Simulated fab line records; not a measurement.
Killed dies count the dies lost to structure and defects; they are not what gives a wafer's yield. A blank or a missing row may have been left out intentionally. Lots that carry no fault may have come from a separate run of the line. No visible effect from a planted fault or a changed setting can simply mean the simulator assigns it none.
2 desks, one fault :: flow gf180mcu :: each desk holds nothing but its own numbers, with what lay behind them at the end

== THE TOOL OWNER'S DESK: implanter-03 ==
For each lot that ran on this tool, the mean over its sampled wafers that have a number, from the tool's own readings at GF_HV_LDD_IMPLANT_21. The brackets show how far a lot's mean lies from the usual mean; more than 4 standard deviations puts the lot out of limits, marked OUT.
Columns: A = beam-on-s at GF_HV_LDD_IMPLANT_21, usual 10.01 s; B = faraday-current-uA at GF_HV_LDD_IMPLANT_21, usual 282
lot: L235
first seen here: day 12 03:16
A: 10.20
B: 276

lot: L237
first seen here: day 12 14:26
A: 10.06
B: 280

lot: L239
first seen here: day 13 10:38
A: 10.03
B: 281

lot: L243
first seen here: day 14 17:15
A: 8.12 (-9.4) OUT
B: 347 (+12) OUT

lot: L245
first seen here: day 15 03:37
A: 8.19 (-9.1) OUT
B: 344 (+11) OUT

lot: L254
first seen here: day 18 06:32
A: 9.92
B: 285
This desk's finding: out of limits on L243, L245; first on L243, day 14 17:15 (beam-on-s at GF_HV_LDD_IMPLANT_21). L235, L237, L239, L254: within limits.

== AT THE METROLOGY DESK ==
What the gauges read for every lot (on any tool): the sampled wafers with a number, averaged. The brackets show how far a lot's mean lies from the usual mean; more than 4 standard deviations puts the lot out of limits, marked OUT.
Columns: A = HV_LDD_2_TW at GF_HV_LDD_TW_MEAS_23, usual 1050; B = M1_OVL at GF_M1_OVL_MEAS_15, usual -3 nm
lot: L231
first seen here: day 10 20:35
A: 1051
B: 1

lot: L233
first seen here: day 11 10:25
A: 1055
B: 3

lot: L234
first seen here: day 11 16:21
A: 1034
B: -5

lot: L235
first seen here: day 12 03:31
A: 1028
B: -5

lot: L236
first seen here: day 12 10:19
A: 1053
B: -4

lot: L237
first seen here: day 12 14:41
A: 1055
B: 1

lot: L239
first seen here: day 13 10:52
A: 1056
B: -2

lot: L242
first seen here: day 14 10:55
A: 1061
B: -5

lot: L243
first seen here: day 14 17:28
A: 997 (-4.4) OUT
B: -2

lot: L245
first seen here: day 15 03:49
A: 996 (-4.5) OUT
B: -4

lot: L251
first seen here: day 17 06:22
A: 1059
B: -4

lot: L252
first seen here: day 17 15:45
A: 1034
B: -0

lot: L254
first seen here: day 18 06:46
A: 1038
B: -12
This desk reports L243, L245 out of limits; the earliest was L243 at day 14 17:28 (HV_LDD_2_TW at GF_HV_LDD_TW_MEAS_23). L231, L233, L234, L235, L236, L237, L239, L242, L251, L252, L254: within limits.

== BROUGHT TOGETHER ==
An alarm could have come from the tool owner's desk at day 14 17:15, on L243, L245.
At day 14 17:28 the metrology desk could have sounded an alarm, on L243, L245.
Of the lots named, all ran GF_HV_LDD_IMPLANT_21 on implanter-03.

== WHAT THE SIMULATOR PUT IN ==
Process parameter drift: implanter-03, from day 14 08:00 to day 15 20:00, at GF_HV_LDD_IMPLANT_21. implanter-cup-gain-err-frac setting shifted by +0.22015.
Lots struck among those shown: L243, L245.
Counting hours from when the fault started, the first reading out of limits came at 9 for the tool owner's desk and at 9 for the metrology desk.
